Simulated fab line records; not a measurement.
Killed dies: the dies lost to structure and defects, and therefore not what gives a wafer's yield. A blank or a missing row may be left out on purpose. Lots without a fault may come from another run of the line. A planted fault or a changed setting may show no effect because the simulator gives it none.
A single fault, viewed from 2 desks | flow gf180mcu | only its own numbers are on each desk; what lay behind them is given at the end

== TOOL OWNER'S DESK, pvd_sputter-04 ==
The tool's own readings at GF_M1_SPUTTER_04 (material TiN, target thk 50 nm, time 41.7 s): means of the sampled wafers that have a number, for each lot that ran on this tool. A lot is out of limits, marked OUT, if its mean lies more than 4 standard deviations from the usual mean; the brackets give that distance.
Columns: A = throttle_valve_pct at GF_M1_SPUTTER_04, usual 29.8 %
lot  | first seen here | A
L488 | day 16 09:27    | 29.4
L497 | day 19 20:41    | 29.4
L507 | day 23 04:24    | 29.8
L508 | day 23 16:46    | 29.5
L511 | day 24 07:47    | 29.0
Result from this desk: across the 5 lots, nothing is out of limits.

== AT THE METROLOGY DESK ==
Means of the sampled wafers that have a number, per lot and without regard to the tool the lot ran on: this is what the gauges read. A lot is out of limits, marked OUT, if its mean lies more than 4 standard deviations from the usual mean; the brackets give that distance.
Columns: A = SALICIDE_TIN_THK at GF_SALICIDE_THK_MEAS_05, usual 20.0 nm; B = M1_ALCU_THK at GF_M1_THK_MEAS_06, usual 448 nm; C = V1_CVD_00_THK at GF_V1_THK_MEAS_01, usual 604 nm
lot  | first seen here | A    | B   | C
L488 | day 15 09:25    | 19.5 | 452 | 598
L489 | day 15 15:07    | 20.2 | 450 | 607
L490 | day 16 02:33    | 20.0 | 441 | 603
L497 | day 18 17:35    | 20.3 | 437 | 594
L502 | day 20 14:47    | 20.1 | 448 | 598
L504 | day 21 00:39    | 20.1 | 451 | 605
L505 | day 21 11:46    | 20.0 | 452 | 613
L506 | day 21 20:22    | 20.3 | 454 | 616
L507 | day 22 02:34    | 20.4 | 450 | 591
L508 | day 22 15:44    | 20.2 | 453 | 609
L509 | day 22 16:02    | 20.2 | 454 | 601
L510 | day 23 03:01    | 19.6 | 444 | 615
L511 | day 23 06:20    | 20.0 | 450 | 584
Result from this desk: across the 13 lots, nothing is out of limits.

== PUT TOGETHER ==
The tool owner's desk saw nothing out of limits.
Metrology desk: nothing out of limits seen.

== WHAT WAS PUT IN BY THE SIMULATOR ==
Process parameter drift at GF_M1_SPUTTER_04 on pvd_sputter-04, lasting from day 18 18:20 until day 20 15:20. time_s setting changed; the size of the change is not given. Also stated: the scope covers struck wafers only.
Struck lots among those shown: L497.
